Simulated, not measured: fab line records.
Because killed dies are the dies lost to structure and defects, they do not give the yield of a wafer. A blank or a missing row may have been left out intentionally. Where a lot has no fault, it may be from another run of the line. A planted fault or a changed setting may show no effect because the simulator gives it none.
What tool caused it? ; flow sky130 ; 14 lots with 42 wafers sampled at 5 steps, on a route of 708 steps

== WHAT THE GAUGES SHOWED, per wafer ==
SKY_LDD_HVN_TW_MEAS_10. Usual: LDD_HVN_TW 1436, standard deviation 13.
lot;measured;on;LDD_HVN_TW;flag
L602;day 20 02:32;film-metro-02;1438 1436 1439;
L604;day 21 06:23;film-metro-04;1453 1461 1451;
L606;day 21 19:43;film-metro-01;1416 1424 1415;
L607;day 22 08:44;film-metro-04;1443 1456 1442;
L609;day 23 04:49;film-metro-02;1434 1429 1441;
L612;day 25 06:42;film-metro-04;1437 1437 1443;
L611;day 25 07:16;film-metro-02;1448 1451 1448;
L615;day 25 11:43;film-metro-02;30 30 30;OFF
L614;day 25 12:36;film-metro-01;30 30 30;OFF
L618;day 26 08:56;film-metro-04;1447 1440 1446;
L622;day 27 10:53;film-metro-01;1421 1424 1420;
L623;day 27 21:19;film-metro-01;1423 1410 1424;
L624;day 28 04:50;film-metro-04;1453 1457 1459;
L625;day 29 06:10;film-metro-04;1440 1443 1440;

SKY_RES_XHIGH_TW_MEAS_09. Usual: RES_XHIGH_TW 1638, standard deviation 14.
lot;measured;on;RES_XHIGH_TW;flag
L602;day 26 14:56;film-metro-01;1619 1618 1618;
L604;day 27 12:47;film-metro-02;1640 1655 1655;
L606;day 28 03:31;film-metro-04;1661 1663 1660;
L607;day 28 14:34;film-metro-02;1650 1657 1648;
L609;day 29 09:20;film-metro-02;1657 1655 1643;
L612;day 31 07:49;film-metro-04;1650 1653 1640;
L611;day 31 09:43;film-metro-04;1648 1643 1647;
L618;day 32 10:46;film-metro-02;1640 1644 1633;
L622;day 33 09:37;film-metro-04;1629 1629 1647;
L623;day 33 19:11;film-metro-01;1619 1627 1626;
L624;day 34 02:29;film-metro-01;1601 1613 1607;
L625;day 35 00:46;film-metro-02;1641 1646 1652;

SKY_METAL1_CD_MEAS_15: the cd target is 140 nm. Usual: cd-nm 139.7 nm, standard deviation 1.5.
lot;measured;on;cd-nm (nm);flag
L602;day 32 16:53;cd-sem-01;139.1 139.7 138.9;
L604;day 33 12:15;cd-sem-02;139.8 138.9 139.4;
L606;day 34 03:22;cd-sem-01;137.6 138.1 137.6;
L607;day 34 13:38;cd-sem-02;141.6 141.9 142.2;
L609;day 35 07:51;cd-sem-02;138.4 140.5 138.2;
L612;day 37 03:22;cd-sem-01;141.3 140.8 141.6;
L611;day 37 04:35;cd-sem-02;139.4 139.2 140.0;
L618;day 38 03:04;cd-sem-02;141.8 141.7 141.4;
L622;day 39 00:32;cd-sem-01;138.3 139.3 137.7;
L623;day 39 11:45;cd-sem-02;140.9 140.9 140.2;
L624;day 39 18:17;cd-sem-02;137.6 138.0 138.1;
L625;day 40 15:08;cd-sem-01;136.7 137.0 136.1;

SKY_METAL2_THK_MEAS_06: measures by xrf. Usual: METAL2_ALCU_THK 250.9 nm, standard deviation 3.
lot;measured;on;METAL2_ALCU_THK (nm);flag
L602;day 33 23:22;film-metro-04;244.4 243.5 242.4;
L604;day 34 18:04;film-metro-01;247.5 248.7 246.6;
L606;day 35 09:14;film-metro-04;246.5 245.0 249.3;
L607;day 35 18:52;film-metro-03;253.6 252.0 249.7;
L609;day 36 13:07;film-metro-01;250.4 249.3 255.3;
L612;day 38 08:49;film-metro-03;252.8 251.9 251.7;
L611;day 38 09:46;film-metro-01;255.3 252.9 255.4;
L618;day 39 06:31;film-metro-03;255.5 252.8 256.4;
L622;day 40 04:43;film-metro-03;253.3 251.0 253.7;
L623;day 40 15:41;film-metro-04;255.1 251.2 251.7;
L624;day 40 22:08;film-metro-04;252.3 251.7 248.2;
L625;day 41 17:50;film-metro-03;252.6 251.0 251.3;

== WHICH TOOL RAN EACH LOT (tool, then ch and the chambers of the sampled wafers, then the start) ==
lot;SKY_LDD_HVN_IMPLANT_08
L602;implanter-01 ch 0, day 20 02:18
L604;implanter-02 ch 0, day 21 06:10
L606;implanter-02 ch 0, day 21 19:28
L607;implanter-04 ch 0, day 22 08:29
L609;implanter-01 ch 0, day 23 04:36
L612;implanter-01 ch 0, day 25 06:27
L611;implanter-04 ch 0, day 25 07:01
L615;implanter-01, day 25 11:28
L614;implanter-02, day 25 12:22
L618;implanter-02 ch 0, day 26 08:41
L622;implanter-04 ch 0, day 27 10:39
L623;implanter-04 ch 0, day 27 21:05
L624;implanter-02 ch 0, day 28 04:36
L625;implanter-04 ch 0, day 29 05:55
- SKY_LDD_HVN_IMPLANT_08

== WHAT THE TOOLS THEMSELVES READ (means of the sampled wafers that have a number; where no wafer has one, the mark that the record gives instead) ==
SKY_LDD_HVN_IMPLANT_08. Usual: beam-energy-keV 59.996, standard deviation 0.019; beam-on-s 10.01 s, standard deviation 0.18.
lot;tool;beam-energy-keV;beam-on-s (s);flag
L602;implanter-01;59.989;10.09;
L604;implanter-02;60.022;9.81;
L606;implanter-02;59.996;10.13;
L607;implanter-04;59.999;10.11;
L609;implanter-01;59.980;9.77;
L612;implanter-01;59.968;9.97;
L611;implanter-04;59.996;10.02;
L615;implanter-01;-;-;OFF
L614;implanter-02;-;-;OFF
L618;implanter-02;60.009;9.98;
L622;implanter-04;60.005;9.95;
L623;implanter-04;59.971;10.09;
L624;implanter-02;59.987;10.07;
L625;implanter-04;59.998;10.04;

== THE ANSWER, worked out from the rows above alone ==
Rule: take the mean of a lot's wafers that have a number; if it is more than 3 standard deviations from the usual mean, the lot is off. Also off: a lot with no number at a reading for which 4 or more lots have one. The other lots that the step has rows for count as sound. First the gauges in route order, then the tools' own readings, where a lot's mean is used as printed above. At the first step where some lot is off, the reading lying furthest off is the one used; lots without a number count as furthest.
Off: L615, L614, at SKY_LDD_HVN_TW_MEAS_10 (LDD_HVN_TW).
If a tool, at a process step before that reading, ran all the lots that are off and no sound lot after the first of them, it fits. Not tried: the gauges at SKY_LDD_HVN_TW_MEAS_10; whatever is off there is also off at SKY_LDD_HVN_IMPLANT_08, on other tools, and gauge error can't account for it. Of those tried, none fits.

== WHAT THE SIMULATOR PUT IN ==
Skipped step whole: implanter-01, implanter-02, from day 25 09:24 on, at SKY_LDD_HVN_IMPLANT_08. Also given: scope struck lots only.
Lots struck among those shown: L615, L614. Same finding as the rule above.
